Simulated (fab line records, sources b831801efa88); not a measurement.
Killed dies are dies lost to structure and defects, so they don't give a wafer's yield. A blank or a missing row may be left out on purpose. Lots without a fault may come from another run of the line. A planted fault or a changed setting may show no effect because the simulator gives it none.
A struck lot beside a sound one | flow sky130 | 15 steps out of a route of 708
Sound: wafers L599.1, L599.2, L599.3. Struck: wafers L605.3, L605.5, L605.6. The cause comes at the end.
At each step with rows: each side's tool, then ch and its chambers, then its first start. Under that, the readings that differ: sound wafers | struck wafers | difference of the means | sigmas: that difference in standard deviations of wafers without a fault.
alike: readings whose means differ by less than 2 such deviations, and words and numbers that are the same on both sides. not compared: withheld readings, readings that some wafer has no value for, bounds like >300 that may hide the same value, and numbers for which the record gives no deviation and whose values overlap.
The two part at a step that has a row with sigmas, a row that says differs or no value, or rows on one side only. Numbers that don't overlap but have no deviation are shown without sigmas and don't part them. A reading that every wafer of one side lacks parts them only if that side has two wafers or more.

SKY_SONOS_ONO_THK_MEAS_03:
  sound on film_metro-03, day 13 04:01; struck on film_metro-03, day 15 09:20
  alike: SONOS_ONO_CVD_02_THK
then, 1 step without rows for these wafers: SKY_SONOS_ONO_CVD_04 (deposits SiO2 from SiH4/N2O, target thk 5.7199 nm).
SKY_SONOS_ONO_THK_MEAS_05:
  sound on film_metro-03, day 13 05:20; struck on film_metro-02, day 15 10:39
  alike: SONOS_ONO_CVD_04_THK
then, 7 steps without rows for these wafers: SKY_SONOS_ONO_DEHYDRATE_06 (time 60 s); SKY_SONOS_ONO_HMDS_07 (prime time 60 s); SKY_SONOS_ONO_COAT_08 (resist thk 1140 nm); SKY_SONOS_ONO_SOFTBAKE_09 (time 60 s); SKY_SONOS_ONO_EXPOSE_10 (exposes mask ONOM, target cd 410 nm); SKY_SONOS_ONO_PEB_11; SKY_SONOS_ONO_DEVELOP_12 (develop time 60 s).
SKY_SONOS_ONO_CD_MEAS_13: target cd 410 nm.
  sound on cd_sem-02, day 14 06:31; struck on cd_sem-01, day 16 14:10
  alike: cd_nm
SKY_SONOS_ONO_OVL_MEAS_14:
  sound on overlay-01, day 14 06:38; struck on overlay-02, day 16 14:15
  alike: SONOS_ONO_OVL
SKY_SONOS_ONO_ETCH_15: etches the open film in CHF3/O2, target depth 19.52 nm, time 7.8 s.
  sound on rie_diel-02 ch 0,1,3, day 14 06:40; struck on rie_diel-04 ch 2,3, day 16 14:16
  reading                               | sound             | struck           | difference | sigmas
  drypump_motor_current_A (A)           | 5.9 6.0 6.0       | 4.7 5.6 4.7      | -1.0       | -3
  model.SONOS_ONO.feature_depth_nm (nm) | 19.92 19.72 19.73 | 20.5 19.98 20.44 | +0.5       |
  model.etch.depth_nm (nm)              | 19.92 19.72 19.73 | 20.5 19.98 20.44 | +0.5       |
  alike: oes_product_au, throttle_valve_pct
  not compared: rf_hours_counter_h
then, 1 step without rows for these wafers: SKY_SONOS_ONO_WET_ETCH_16 (etches SiO2 in dHF, target depth 14 nm, time 292.8 s).
SKY_PAD_OPEN_PROBE_99:
  the record has rows for the sound wafers here (prober-02, day 47 09:11) and none for the struck ones

WHERE THEY PART
First at SKY_SONOS_ONO_ETCH_15; last, within this record, at SKY_PAD_OPEN_PROBE_99.

WHY: what the simulator had put in
Process parameter drift: rie_diel-04, from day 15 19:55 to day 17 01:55, at SKY_SONOS_ONO_ETCH_15. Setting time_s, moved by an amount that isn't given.
